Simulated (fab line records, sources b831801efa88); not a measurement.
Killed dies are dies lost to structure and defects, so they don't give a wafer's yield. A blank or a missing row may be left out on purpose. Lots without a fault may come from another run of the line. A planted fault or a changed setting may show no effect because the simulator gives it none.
A struck lot beside a sound one | flow sky130 | 15 steps out of a route of 708
Sound: wafers L950.2, L950.5, L950.6. Struck: wafer L953.2. (L953.1, L953.5 of the same lot were not struck and are left out.) The cause comes at the end.
At each step with rows: each side's tool, then ch and its chambers, then its first start. Under that, the readings that differ: sound wafers | struck wafers | difference of the means | sigmas: that difference in standard deviations of wafers without a fault.
alike: readings whose means differ by less than 2 such deviations, and words and numbers that are the same on both sides. not compared: withheld readings, readings that some wafer has no value for, bounds like >300 that may hide the same value, and numbers for which the record gives no deviation and whose values overlap.
The two part at a step that has a row with sigmas, a row that says differs or no value, or rows on one side only. Numbers that don't overlap but have no deviation are shown without sigmas and don't part them. A reading that every wafer of one side lacks parts them only if that side has two wafers or more.

first, 7 steps without rows for these wafers: SKY_METAL3_HMDS_06 (prime time 60 s); SKY_METAL3_COAT_07 (resist thk 60 nm); SKY_METAL3_COAT_08 (resist thk 1140 nm); SKY_METAL3_SOFTBAKE_09 (time 90 s); SKY_METAL3_EXPOSE_10 (exposes mask MM3, target cd 300 nm); SKY_METAL3_PEB_11; SKY_METAL3_DEVELOP_12 (develop time 60 s).
SKY_METAL3_CD_MEAS_13: target cd 300 nm.
  sound on cd_sem-01, day 40 00:36; struck on cd_sem-02, day 40 18:53
  reading    | sound             | struck | difference | sigmas
  cd_nm (nm) | 296.0 295.5 296.0 | 299.6  | +3.8       | +2
SKY_METAL3_OVL_MEAS_14:
  sound on overlay-01, day 40 00:43; struck on overlay-02, day 40 19:00
  alike: METAL3_OVL
SKY_METAL3_DESCUM_15: chemistry O2, time 8 s.
  sound on rie_metal-02 ch 0,1, day 40 00:44; struck on rie_metal-03 ch 0, day 40 19:02
  alike: drypump_motor_current_A, oes_product_au
  not compared: rf_hours_counter_h
SKY_METAL3_ETCH_16: etches BARC in N2/H2, stops on SiO2, time 88.2 s, target depth 60 nm.
  sound on rie_metal-02 ch 0,1, day 40 00:46; struck on rie_metal-03 ch 0, day 40 19:04
  reading                | sound                | struck | difference | sigmas
  throttle_valve_pct (%) | 13.229 13.198 13.206 | 13.187 | -0.024     | -2
  alike: drypump_motor_current_A, oes_product_au
  not compared: rf_hours_counter_h
SKY_METAL3_ETCH_17: etches SiO2 in C4F8/O2/Ar, stops on TiN, time 3.9 s, target depth 15 nm.
  sound on rie_diel-01 ch 0,3, day 40 00:52; struck on rie_diel-02 ch 0, day 40 19:10
  alike: oes_product_au
  not compared: rf_hours_counter_h
SKY_METAL3_METAL_ETCH_18: etches the open film in Cl2/BCl3, stops on SiO2, target depth 845 nm, time 183.1 s.
  sound on rie_metal-03 ch 0,1, day 40 00:53; struck on rie_metal-02 ch 1, day 40 19:11
  reading                                       | sound             | struck  | difference | sigmas
  oes_product_au (a.u.)                         | 0.867 0.867 0.863 | 0.853   | -0.013     | -2
  over_etch_frac                                | 0.3 0.3 0.3       | 0.34489 | +0.04489   |
  model.KrF-thick_of_METAL3_COAT_08.thk_nm (nm) | 529.4 514.1 530.4 | 501.8   | -22.8      |
  alike: drypump_motor_current_A, mfc_cl2_sccm, throttle_valve_pct
  not compared: rf_hours_counter_h
SKY_METAL3_STRIP_19: strips in O2/N2.
  sound on plasma_asher-02 ch 0,1, day 40 01:04; struck on plasma_asher-04 ch 0, day 40 19:22
  reading                      | sound             | struck | difference | sigmas
  drypump_motor_current_A (A)  | 5.70 5.58 5.70    | 6.28   | +0.62      | +3
  oes_product_au (a.u.)        | 0.502 0.498 0.500 | 0.481  | -0.019     | -4
  strip_time_to_endpoint_s (s) | 6.54 6.41 6.59    | 6.28   | -0.23      | -2
  not compared: rf_hours_counter_h
-- the record jumps here: 7 days lie between the struck wafers' starts before and after (it left off in module METAL3 and takes up again in module PAD_OPEN, whose first step shown is number 708 of the route) --
SKY_PAD_OPEN_PROBE_99:
  sound on prober-02, day 46 23:52; struck on prober-01, day 47 13:41
  alike: defect_limited_yield, killed_at_M0_to_M3, killed_at_M4_up, killed_at_contacts, killed_at_front_end, killed_at_other, killed_dies, killed_open, killed_short, sort_bin_3_pad_short, sort_bin_5_function, sort_bin_6_memory, sort_n_pass, sort_yield_pct

WHERE THEY PART
First at SKY_METAL3_CD_MEAS_13; last, within this record, at SKY_METAL3_STRIP_19. Later steps at which nothing parts them and some readings are alike: SKY_PAD_OPEN_PROBE_99.

WHY: what the simulator had put in
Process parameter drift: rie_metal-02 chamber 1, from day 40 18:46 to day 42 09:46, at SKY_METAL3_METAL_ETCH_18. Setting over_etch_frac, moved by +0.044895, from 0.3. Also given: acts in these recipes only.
